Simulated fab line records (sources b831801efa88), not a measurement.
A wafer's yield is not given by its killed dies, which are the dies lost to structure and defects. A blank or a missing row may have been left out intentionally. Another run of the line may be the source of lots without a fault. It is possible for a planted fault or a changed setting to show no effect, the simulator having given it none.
Problem report in the 8D (eight disciplines) form, filled by code / flow sky130 / the parts of the form that need people (team, actions taken, sign-off) are left out

== 1. WHAT IS WRONG ==
At SKY_SD_N_CD_MEAS_07, cdNm averages 438.9 nm over 6 wafers from 2 lots, while fault-free wafers read 380.4 nm, standard deviation 2.9. That is +20 standard deviations from the usual mean.
The step: target cd 380 nm.
Seen first at day 32 16:07 on cdSem-01, wafer L511.2. The record has a number at this step for 42 wafers belonging to 14 lots. By rule, "out" or "out of limits" means more than 4 standard deviations away from the usual mean. The rest of the wafers with a number are treated as sound.

== 2. WHAT IT IS, WHAT IT ISN'T ==
question=which readings at this step | is=cdNm | is not=-
question=which lots | is=L511, L512 | is not=L497, L498, L499, L500, L501, L502, L504, L507, L510, L515, L516, L518
question=which wafers of those lots | is=all that have a number | is not=-
question=read on which gauges | is=cdSem-01, cdSem-02 | is not=-
question=when | is=from day 32 16:07 | is not=up to then (24 sound wafers); but 12 sound wafers of L510, L515, L516, L518 came after

== 3. WHAT RULES OUT EACH SUSPECT ==
Counting: a tool stays on the suspect list if, at a process step up to the reading, it processed all lots that are out and no sound lot following the first of them.
- the gauge at SKY_SD_N_CD_MEAS_07 has been ruled out. Those wafers that are out were read across 2 gauges (cdSem-01, cdSem-02).
- lithoTrack-03 at SKY_SD_N_COAT_02 (resist thk 1140 nm): kept. All lots that are out passed through it, beginning with L511 at day 32 02:58, and no sound lot followed; its final sound lot before that point was L504 at day 30 07:23.
Left after counting: lithoTrack-03 at SKY_SD_N_COAT_02.

== 4. THE CAUSE (what the simulator had put in) ==
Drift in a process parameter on lithoTrack-03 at SKY_SD_N_COAT_02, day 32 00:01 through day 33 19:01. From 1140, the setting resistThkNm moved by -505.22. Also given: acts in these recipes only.
This tool alone remained once counting was done.

== 5. THE CHAIN OF EFFECTS, in route order ==
Rows list readings where the struck wafers' mean (over those with a number) sits beyond 3 standard deviations from the usual. Readings are gone through only where the record gives a usual standard deviation; hours: the median, over the lots, of the time from a lot's start at the first step in this table giving one to that lot's start at this step; sigmas: the change measured in usual standard deviations.
hours=0; step=SKY_SD_N_CD_MEAS_07; reading=cdNm; usual=380.4 nm; on struck wafers=438.9; change=+58.5; sigmas=+20
hours=0; step=SKY_SD_N_STRIP_11; reading=oesProductAu; usual=0.528 a.u.; on struck wafers=0.461; change=-0.067; sigmas=-15
hours=0; step=SKY_SD_N_STRIP_11; reading=stripTimeToEndpointS; usual=22.55 s; on struck wafers=16.82; change=-5.73; sigmas=-99 or more
Its process steps:
- SKY_SD_N_STRIP_11: strips in O2/N2.
Later steps that measure or inspect, where all struck wafers having a row at the step show a number for every such reading and not one has moved that far: SKY_CONTACT_BOW_MEAS_05, SKY_CONTACT_OVL_MEAS_15.

== 6. WHAT WOULD HAVE CAUGHT IT SOONER ==
16 hours passed between the start of the fault at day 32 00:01 and the first reading out of limits at a measuring or inspecting step in this record, taken at day 32 16:07.
Lots out: 2; of these, L512 started SKY_SD_N_COAT_02 on lithoTrack-03 after day 32 16:07. It would have been spared by a hold on the tool at that moment.
